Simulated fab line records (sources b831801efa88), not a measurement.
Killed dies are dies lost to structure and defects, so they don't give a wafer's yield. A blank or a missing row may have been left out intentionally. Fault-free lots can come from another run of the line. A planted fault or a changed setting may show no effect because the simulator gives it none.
Matching of chambers    flow sky130    SKY_PAD_OPEN_ETCH_07 on rieDiel-02 has 4 sister chambers
The step etches the open film in CF4/O2, stops on AlCu, target depth 725 nm, time 161.1 s. 8 wafers are shown with their chamber, then 9 later ones without.

WAFERS, EACH WITH ITS CHAMBER
wafer   chamber  drypumpMotorCurrentA (A)  oesProductAu (a.u.)
L074.4  1        6.2                       0.983
L092.1  0        5.3                       0.972
L092.2  1        6.1                       0.976
L092.5  3        6.1                       0.977
L092.6  2        6.1                       0.977
L091.2  3        6.2                       0.976
L091.3  0        5.3                       0.969
L091.5  2        6.1                       0.981

WAFERS WITH NO CHAMBER GIVEN
wafer   drypumpMotorCurrentA (A)  oesProductAu (a.u.)
L093.1  6.1                       0.969
L093.2  6.2                       0.975
L093.3  5.3                       0.975
L093.4  6.2                       0.978
L093.5  6.2                       0.974
L093.6  6.1                       0.978
L096.4  6.1                       0.978
L096.5  6.2                       0.978
L096.6  5.4                       0.982

EACH ONE'S CHAMBER
wafer   from the rows above           in truth
L093.1  can't be placed: 3 or 2 or 1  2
L093.2  can't be placed: 3 or 1 or 2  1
L093.3  0                             0
L093.4  can't be placed: 1 or 3 or 2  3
L093.5  can't be placed: 3 or 1 or 2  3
L093.6  can't be placed: 2 or 1 or 3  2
L096.4  can't be placed: 2 or 1 or 3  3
L096.5  can't be placed: 1 or 3 or 2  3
L096.6  0                             0
Correct placement for 2 of the 9. Not placeable from these rows: 7 (in 7, the candidates include the true chamber). 0 placed wrongly.
How it was worked out, from the rows above alone: a wafer's distance from a chamber is the root of the sum, over the readings, of the square of ((its reading less the chamber's mean) divided by the reading's scatter). If the next closest chamber is less than 2 further off than the closest, the wafer can't be placed; otherwise it belongs to the closest. A chamber's mean is the mean of its shown wafers. The scatter: the root of (the sum of the squares of (reading less its chamber's mean) over the shown wafers, divided by (wafers less chambers)).
